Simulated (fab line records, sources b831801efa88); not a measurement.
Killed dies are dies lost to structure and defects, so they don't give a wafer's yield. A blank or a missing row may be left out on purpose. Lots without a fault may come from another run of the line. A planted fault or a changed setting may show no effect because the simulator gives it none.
fab line records | flow sky130 | part 2 of 2: steps 26 to 33 of 33
record lots=5 wafers=15 last_day=50
route steps=708 shown VIA4@644 METAL5@661
lots that met no fault: from a run of the same line without faults
start_h: hours from the record's first day to the start of the lot's first wafer shown | wait_h: hours since the lot's step before | " the same as in the row above | L1.1+2: a row that stands for several wafers | - no value, or no start given | * or withheld: withheld | < > ~ a bound
route shown NAME@n: a module of which the file shows steps, and the number in the route of the first | usual: mean/standard deviation of fault-free wafers | same: alike in all rows | chamber/n: place in a boat | sites: the reading at each site | _std_site: their standard deviation | _edge_site: outer sites' mean less inner sites' | radius_mm: how far each site lies from the wafer's centre | mask NAME#n: copy n | behind: the tool/chamber that last shaped the wafer | hold: why the lot was held/for how many hours/how that ended | device: the transistor (n, p or np) that didn't switch | end of line: the same wafers' tests at the end of the route | a step without rows: its recipe alone | killed: dies lost to structure and defects at the first sort, not the wafer's yield | map: a wafer's dies, x killed, . not, _ none there
set.NAME: the setting as run; set.NAME@STEP: as run at that earlier step | model.NAME: the simulator's own value behind a step, which no gauge read
lots at some steps of the route; a table a step, a row a wafer
services: from which hour (start_h, from the record's first day; less than 0 if before it) a tool's chamber was out of use, for how many hours, and why
## steps
# step SKY_METAL5_HMDS_08
# recipe prime_time_s=60 prime_temp_c=120
# usual exhaust_pa=45.0/0.98 prime_temp_c=120.01/0.12
# columns lot.wafer tool chamber start_h wait_h exhaust_pa prime_temp_c
L075.3 litho_track-04 0 1022.68 0.1 42.1 120.00
L075.4 " 0 " " 44.7 120.06
L075.5 " 0 " " 44.1 119.97
L077.1 litho_track-01 0 1038.32 0.1 46.2 119.88
L077.5 " 0 " " 45.7 119.76
L077.6 " 0 " " 46.8 120.13
L085.2 litho_track-03 0 1092.62 0.1 44.4 120.06
L085.3 " 0 " " 45.1 120.02
L085.5 " 0 " " 43.9 120.17
L091.1 litho_track-04 0 1118.18 0.1 45.9 120.17
L091.2 " 0 " " 45.7 120.16
L091.4 " 0 " " 47.1 120.00
L097.2 litho_track-01 0 1151.95 0.1 44.3 120.08
L097.4 " 0 " " 45.3 120.06
L097.5 " 0 " " 45.0 120.01
# step SKY_METAL5_COAT_09
# recipe resist=NOVOLAK spin_rpm=3000 resist_thk_nm=1800
# usual exhaust_pa=44.9/0.83
# columns lot.wafer tool chamber start_h wait_h exhaust_pa
L075.3 litho_track-04 0 1022.83 0.1 46.3
L075.4 " 0 " " 44.5
L075.5 " 0 " " 45.2
L077.1 litho_track-01 0 1038.47 0.1 45.1
L077.5 " 0 " " 44.6
L077.6 " 0 " " 45.1
L085.2 litho_track-03 0 1092.77 0.1 43.1
L085.3 " 0 " " 44.8
L085.5 " 0 " " 44.2
L091.1 litho_track-04 0 1118.33 0.1 45.1
L091.2 " 0 " " 45.2
L091.4 " 0 " " 44.5
L097.2 litho_track-01 0 1152.10 0.1 45.1
L097.4 " 0 " " 44.9
L097.5 " 0 " " 43.8
# step SKY_METAL5_SOFTBAKE_10
# recipe temp_c=90 time_s=60 resist=NOVOLAK
# usual exhaust_pa=44.8/1
# columns lot.wafer tool chamber start_h wait_h exhaust_pa
L075.3 litho_track-04 0 1022.98 0.1 45.2
L075.4 " 0 " " 44.9
L075.5 " 0 " " 44.4
L077.1 litho_track-01 0 1038.62 0.1 44.2
L077.5 " 0 " " 45.4
L077.6 " 0 " " 46.3
L085.2 litho_track-03 0 1092.92 0.1 44.6
L085.3 " 0 " " 44.2
L085.5 " 0 " " 43.4
L091.1 litho_track-04 0 1118.48 0.1 45.6
L091.2 " 0 " " 45.2
L091.4 " 0 " " 46.3
L097.2 litho_track-01 0 1152.25 0.1 44.6
L097.4 " 0 " " 44.7
L097.5 " 0 " " 44.7
# step SKY_METAL5_EXPOSE_11
# recipe mask_id=MM5 na=0.6 source_shape=conventional sigma_outer=0.6 polarization=unpolarized target_cd_nm=1600 dose_mj=190
# columns lot.wafer tool chamber start_h wait_h mask
L075.3+4+5 iline_stepper-01 0 - - MM5#0
L077.1+5+6 iline_stepper-02 0 - - MM5#0
L085.2+3+5 iline_stepper-01 0 - - MM5#0
L091.1+2+4 iline_stepper-02 0 - - MM5#0
L097.2+4+5 iline_stepper-01 0 - - MM5#0
# step SKY_METAL5_PEB_12
# recipe temp_c=withheld time_s=* resist=NOVOLAK
# usual exhaust_pa=44.9/0.92
# columns lot.wafer tool chamber start_h wait_h exhaust_pa
L075.3 litho_track-04 0 - - 44.5
L075.4 " 0 " " 43.8
L075.5 " 0 " " 43.6
L077.1 litho_track-01 0 - - 43.4
L077.5 " 0 " " 44.8
L077.6 " 0 " " 45.0
L085.2 litho_track-03 0 - - 44.2
L085.3 " 0 " " 45.3
L085.5 " 0 " " 44.1
L091.1 litho_track-01 0 - - 46.1
L091.2 " 0 " " 45.4
L091.4 " 0 " " 45.4
L097.2 litho_track-04 0 - - 44.0
L097.4 " 0 " " 44.8
L097.5 " 0 " " 43.2
# step SKY_METAL5_DEVELOP_13
# recipe resist=NOVOLAK developer=TMAH develop_time_s=60 dev_temp_c=23
# usual developer_temp_C=22.99/0.12 exhaust_pa=45.0/0.82
# columns lot.wafer tool chamber start_h wait_h developer_temp_C exhaust_pa
L075.3 litho_track-04 0 1033.68 0.1 22.98 46.7
L075.4 " 0 " " 22.98 44.2
L075.5 " 0 " " 22.95 43.7
L077.1 litho_track-01 0 1049.02 0.1 23.05 45.4
L077.5 " 0 " " 23.20 45.3
L077.6 " 0 " " 23.10 44.8
L085.2 litho_track-03 0 1102.67 0.1 23.07 44.1
L085.3 " 0 " " 23.12 44.6
L085.5 " 0 " " 23.01 45.5
L091.1 litho_track-01 0 1128.22 0.1 22.92 44.9
L091.2 " 0 " " 22.80 43.9
L091.4 " 0 " " 22.91 44.2
L097.2 litho_track-04 0 1160.56 0.1 22.84 46.0
L097.4 " 0 " " 22.86 44.8
L097.5 " 0 " " 22.97 44.9
# step SKY_METAL5_DESCUM_14
# recipe chemistry=O2 source_power_w=150 bias_power_w=0 pressure_mtorr=10 temp_c=40 time_s=11
# usual drypump_motor_current_A=5.7/0.47 he_backside_leak_sccm=3.4/0.36 oes_product_au=1.002/0.013 temp_c=40.00/0.11
# same bias_power_w=0
# columns lot.wafer tool chamber start_h wait_h drypump_motor_current_A he_backside_leak_sccm oes_product_au rf_hours_counter_h temp_c
L075.3 rie_metal-01 0 1033.79 0.1 6.2 3.3 1.012 - 40.06
L075.4 " 1 " " 5.0 3.3 1.002 - 40.02
L075.5 " 1 " " 5.0 3.4 1.005 - 40.01
L077.1 rie_metal-04 1 1049.17 0.1 5.5 3.5 1.006 8 40.14
L077.5 " 0 " " 5.5 3.5 1.001 - 40.16
L077.6 " 1 " " 5.5 3.5 1.015 - 39.98
L085.2 rie_metal-01 1 1102.79 0.1 5.0 3.4 0.997 23 39.93
L085.3 " 0 " " 6.2 3.2 1.009 - 39.92
L085.5 " 0 " " 6.2 3.2 1.005 - 40.16
L091.1 rie_metal-03 1 1128.37 0.1 6.0 3.3 0.980 23 39.94
L091.2 " 0 " " 6.5 3.6 0.980 17 39.93
L091.4 " 1 " " 6.0 3.4 0.994 - 39.90
L097.2 rie_metal-04 0 1160.68 0.1 5.5 3.4 0.995 20 39.94
L097.4 " 1 " " 5.5 4.1 1.020 - 40.11
L097.5 " 0 " " 5.5 3.3 1.001 - 39.96
# step SKY_METAL5_METAL_ETCH_15
# recipe target_depth_a=12600 stop_on=SiO2 over_etch_frac=0.2 time_s=252 chemistry=Cl2/BCl3 resist_sidewall_deg=86 pressure_mtorr=10 icp_w=900 bias_w=48.5 Cl2_flow_sccm=60 bcl3_flow_sccm=30
# usual bias_w=48.50/0.14 drypump_motor_current_A=5.7/0.47 he_backside_leak_sccm=3.3/0.38 oes_product_au=0.894/0.0051 throttle_valve_pct=22.264/0.0095
# columns lot.wafer tool chamber start_h wait_h bias_w drypump_motor_current_A he_backside_leak_sccm oes_product_au rf_hours_counter_h throttle_valve_pct
L075.3 rie_metal-01 0 1033.89 0.1 48.66 6.2 3.2 0.889 - 22.265
L075.4 " 1 " " 48.43 5.0 3.4 0.889 - 22.269
L075.5 " 1 " " 48.46 5.0 3.4 0.887 - 22.254
L077.1 rie_metal-04 1 1049.22 0.0 48.48 5.4 3.4 0.890 8 22.268
L077.5 " 0 " " 48.49 5.5 2.9 0.896 - 22.268
L077.6 " 1 " " 48.56 5.4 3.4 0.893 - 22.246
L085.2 rie_metal-01 1 1102.83 0.0 48.61 5.0 3.4 0.892 23 22.285
L085.3 " 0 " " 48.48 6.2 3.2 0.895 - 22.273
L085.5 " 0 " " 48.62 6.2 3.2 0.893 - 22.262
L091.1 rie_metal-03 1 1128.41 0.0 48.45 6.0 3.2 0.892 23 22.257
L091.2 " 0 " " 48.61 6.5 3.2 0.896 17 22.269
L091.4 " 1 " " 48.40 6.0 3.1 0.894 - 22.256
L097.2 rie_metal-04 0 1160.71 0.0 48.53 5.5 3.0 0.898 20 22.268
L097.4 " 1 " " 48.69 5.4 3.5 0.892 - 22.268
L097.5 " 0 " " 48.63 5.5 3.3 0.897 - 22.256
## services
# columns tool chamber start_h hours kind
pvd_sputter-02 - 975.97 0.8 repair
pvd_sputter-01 - 979.80 2.3 repair
pvd_sputter-03 - 981.53 1.4 repair
cmp-01 - 986.98 2.6 repair
iline_stepper-01 - 988.85 1.7 pm
plasma_asher-01 - 1007.58 1.1 repair
cmp-01 - 1019.07 2.2 repair
rie_metal-03 - 1021.09 1.5 repair
iline_stepper-01 - 1031.48 1.9 repair
cvd_w-01 - 1033.14 1.9 repair
cmp-01 - 1047.98 1.9 repair
plasma_asher-01 - 1055.25 9.0 pm
wet_bench-02 - 1060.59 1.6 repair
cmp-01 - 1073.81 6.7 pm
cmp-02 - 1084.06 4.0 pm
iline_stepper-02 - 1090.70 1.7 pm
pvd_sputter-01 - 1095.58 3.6 repair
rie_diel-02 0 1107.63 2.9 repair
cmp-01 - 1108.87 0.3 repair
cvd_w-01 - 1114.81 2.8 repair
plasma_asher-01 - 1116.96 13.4 repair
rie_diel-02 - 1122.95 0.2 repair
pvd_sputter-02 - 1123.17 2.2 repair
pvd_sputter-01 - 1145.25 1.0 repair
